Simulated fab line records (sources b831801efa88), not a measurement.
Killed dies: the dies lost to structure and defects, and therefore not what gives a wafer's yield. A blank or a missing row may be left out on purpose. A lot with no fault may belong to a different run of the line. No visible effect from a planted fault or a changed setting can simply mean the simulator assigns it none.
2 desks, one fault || flow sky130 || what lay behind the numbers comes last; until then each desk has only its own

== AT THE TOOL OWNER'S DESK: furnace-02 ==
The tool's own readings at SKY_GATE_OXIDE_OXIDATION_01 (stabilise 600 s, purge 300 s, target thk 10.268 nm): means of the sampled wafers that have a number, for each lot that ran on this tool. A lot is out of limits, marked OUT, if its mean lies more than 4 standard deviations from the usual mean; the brackets give that distance.
Columns: A = zone-power-lower-pct at SKY_GATE_OXIDE_OXIDATION_01, usual 16.5 %
{"lot": "L337", "first seen here": "day 14 12:00", "A": 15.6}
{"lot": "L350", "first seen here": "day 18 15:02", "A": 15.6}
{"lot": "L351", "first seen here": "day 18 19:55", "A": 15.7}
Finding of this desk: none of the 3 lots has anything out of limits.

== METROLOGY DESK ==
What the gauges read, lot by lot, whatever tool the lot ran on: means of the sampled wafers that have a number. A lot is out of limits, marked OUT, if its mean lies more than 4 standard deviations from the usual mean; the brackets give that distance.
Columns: A = cd-nm at SKY_SONOS_ONO_CD_MEAS_13, usual 410.5 nm; B = SONOS_ONO_OVL at SKY_SONOS_ONO_OVL_MEAS_14, usual 0.5 nm; C = GATE_OXIDE_OXIDATION_00_THK at SKY_GATE_OXIDE_THK_MEAS_02, usual 10.27 nm
{"lot": "L333", "first seen here": "day 12 12:24", "A": 409.0, "B": -0.4, "C": 10.44}
{"lot": "L337", "first seen here": "day 14 11:24", "A": 406.3, "B": 1.1, "C": 10.12}
{"lot": "L341", "first seen here": "day 15 11:44", "A": 408.3, "B": 0.1, "C": 10.51}
{"lot": "L346", "first seen here": "day 17 04:41", "A": 406.9, "B": 0.2, "C": 10.32}
{"lot": "L350", "first seen here": "day 18 14:27", "A": 410.6, "B": -1.0, "C": 10.19}
{"lot": "L351", "first seen here": "day 18 19:28", "A": 410.4, "B": 0.1, "C": 9.96}
Finding of this desk: none of the 6 lots has anything out of limits.

== ALL TOGETHER ==
The tool owner's desk saw nothing out of limits.
The metrology desk saw nothing out of limits.

== WHAT THE SIMULATOR HAD INSERTED ==
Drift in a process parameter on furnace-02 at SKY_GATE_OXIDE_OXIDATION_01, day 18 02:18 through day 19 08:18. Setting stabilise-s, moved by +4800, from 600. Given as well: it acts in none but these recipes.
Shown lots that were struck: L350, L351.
